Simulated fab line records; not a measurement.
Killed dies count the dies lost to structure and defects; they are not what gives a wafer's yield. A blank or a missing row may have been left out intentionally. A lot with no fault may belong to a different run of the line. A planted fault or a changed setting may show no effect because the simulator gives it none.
Comparing a struck lot with a sound one -- flow sky130 -- 25 out of 708 route steps
Sound: wafers L971.1, L971.3, L971.5. Wafers L969.2, L969.3, L969.6 were the ones struck. The cause is named last.
Per side, at each step with rows, come the tool, then ch with its chambers, and then its first start. Under that, the readings that differ: sound wafers -- struck wafers -- difference of the means -- sigmas: that difference in standard deviations of wafers without a fault.
alike: same words and numbers on both sides, and readings whose means sit less than 2 such deviations apart. not compared: any withheld reading, any reading some wafer has no value for, any bound like >300 that may hide the same value, and any number with overlapping values for which the record gives no deviation.
The two part at a step that has a row with sigmas, a row that says differs or no value, or rows on one side only. Numbers that have no deviation but don't overlap get no sigmas and don't part them. Lack of a reading on every wafer of one side parts them only where that side has two or more wafers.

SKY_VIA3_SPUTTER_20: material TiN, target thk 20 nm, time 80 s.
  sound on pvd-sputter-04 at day 44 00:13; struck on pvd-sputter-04 at day 43 11:02
  alike: cathode-dc-power-W, chamber-pressure-pa, throttle-valve-pct
then, 1 step without rows for these wafers: SKY_VIA3_CVD_21 (deposits W, target thk 390 nm, time 117.31 s).
SKY_VIA3_RS_MEAS_22: the measuring method here is four-point-probe.
  sound on film-metro-04 at day 44 00:25; struck on film-metro-02 at day 43 11:14
  alike: VIA3_W_RS
SKY_VIA3_THK_MEAS_23: measures by xrf.
  sound on film-metro-04 at day 44 00:32; struck on film-metro-02 at day 43 11:21
  alike: VIA3_W_THK
SKY_VIA3_CMP_24: polishes, stops on SiO2, t overpolish 20 s, target thk 0 nm.
  sound on cmp-02 ch 0,1,2, day 44 00:41; struck on cmp-02 ch 0,2, day 43 11:27
  alike: motor-current-A, overpolish-run-s, slurry-filter-dp-kPa, time-to-endpoint-s
SKY_METAL4_SPUTTER_00: material Ti, target thk 15 nm, time 10 s.
  sound on pvd-sputter-01 at day 44 00:53; struck on pvd-sputter-01 at day 43 11:42
  alike: cathode-dc-power-W, chamber-pressure-pa, throttle-valve-pct
then, 3 steps without rows for these wafers: SKY_METAL4_SPUTTER_01 (material TiN, target thk 20 nm, time 16.7 s); SKY_METAL4_SPUTTER_02 (material AlCu, target thk 735 nm, time 39.1 s); SKY_METAL4_SPUTTER_03 (material Ti, target thk 5 nm, time 3.3 s).
SKY_METAL4_SPUTTER_04: material TiN, target thk 70 nm, time 58.3 s.
  sound on pvd-sputter-01 at day 44 00:59; struck on pvd-sputter-01 at day 43 11:49
  alike: cathode-dc-power-W, chamber-pressure-pa, throttle-valve-pct
then, 1 step without rows for these wafers: SKY_CAP2M_CVD_00 (deposits SiO2, target thk 15.5 nm).
SKY_CAP2M_THK_MEAS_01:
  sound on film-metro-02 at day 44 01:04; struck on film-metro-04 at day 43 11:54
  alike: CAP2M_CVD_00_THK
SKY_CAP2M_SPUTTER_02: material TiN, target thk 200 nm, time 166.7 s.
  sound on pvd-sputter-02 at day 44 01:07; struck on pvd-sputter-04 at day 43 11:57
  no value came back on the struck wafers for cathode-dc-power-W (W), chamber-pressure-pa (Pa), throttle-valve-pct (%); on the sound wafers cathode-dc-power-W (W) reads 6500.9 6500.6 6498.2
SKY_CAP2M_RS_MEAS_03: the measuring method here is four-point-probe.
  sound on film-metro-03 at day 44 01:14; struck on film-metro-03 at day 43 12:05
reading,sound,struck,difference,sigmas
CAP2M_TIN_RS (ohm/sq),6.82 6.71 6.70,- - -,no value on the struck wafers,
SKY_CAP2M_THK_MEAS_04: measures by xrf.
  sound on film-metro-03 at day 44 01:21; struck on film-metro-03 at day 43 12:11
reading,sound,struck,difference,sigmas
CAP2M_TIN_THK (nm),202.9 204.7 206.6,<0.0 <0.0 <0.0,differs,
then, 7 steps without rows for these wafers: SKY_CAP2M_DEHYDRATE_05 (time 60 s); SKY_CAP2M_HMDS_06 (prime time 60 s); SKY_CAP2M_COAT_07 (resist thk 1140 nm); SKY_CAP2M_SOFTBAKE_08 (time 60 s); SKY_CAP2M_EXPOSE_09 (exposes mask CAP2M, target cd 1000 nm); SKY_CAP2M_PEB_10; SKY_CAP2M_DEVELOP_11 (develop time 60 s).
SKY_CAP2M_OVL_MEAS_12:
  sound on overlay-02 at day 44 22:56; struck on overlay-01 at day 44 10:38
  alike: CAP2M_OVL
SKY_CAP2M_METAL_ETCH_13: etches TiN in Cl2/BCl3, stops on SiO2, target depth 220 nm, time 62.9 s.
  sound on rie-metal-03 ch 0,1, day 44 22:58; struck on rie-metal-01 ch 0,1, day 44 10:40
reading,sound,struck,difference,sigmas
oes-product-au (a.u.),0.944 0.954 0.957,0.375 0.373 0.367,-0.580,-85
throttle-valve-pct (%),21.887 21.877 21.907,22.264 22.257 22.245,+0.365,+38
  alike: bias-w, drypump-motor-current-A
  not compared: rf-hours-counter-h
SKY_CAP2M_STRIP_14: strips in O2/N2.
  sound on plasma-asher-03 ch 0,1, day 44 23:03; struck on plasma-asher-02 ch 0,1, day 44 10:45
reading,sound,struck,difference,sigmas
o2-flow-sccm (sccm),3000 3012 3006,2985 2997 2979,-19,-2
  alike: drypump-motor-current-A, oes-product-au, strip-time-to-endpoint-s
  not compared: rf-hours-counter-h

WHERE THEY PART
Earliest at SKY_CAP2M_SPUTTER_02; latest, in this record, at SKY_CAP2M_STRIP_14.

WHY: what had been put in by the simulator
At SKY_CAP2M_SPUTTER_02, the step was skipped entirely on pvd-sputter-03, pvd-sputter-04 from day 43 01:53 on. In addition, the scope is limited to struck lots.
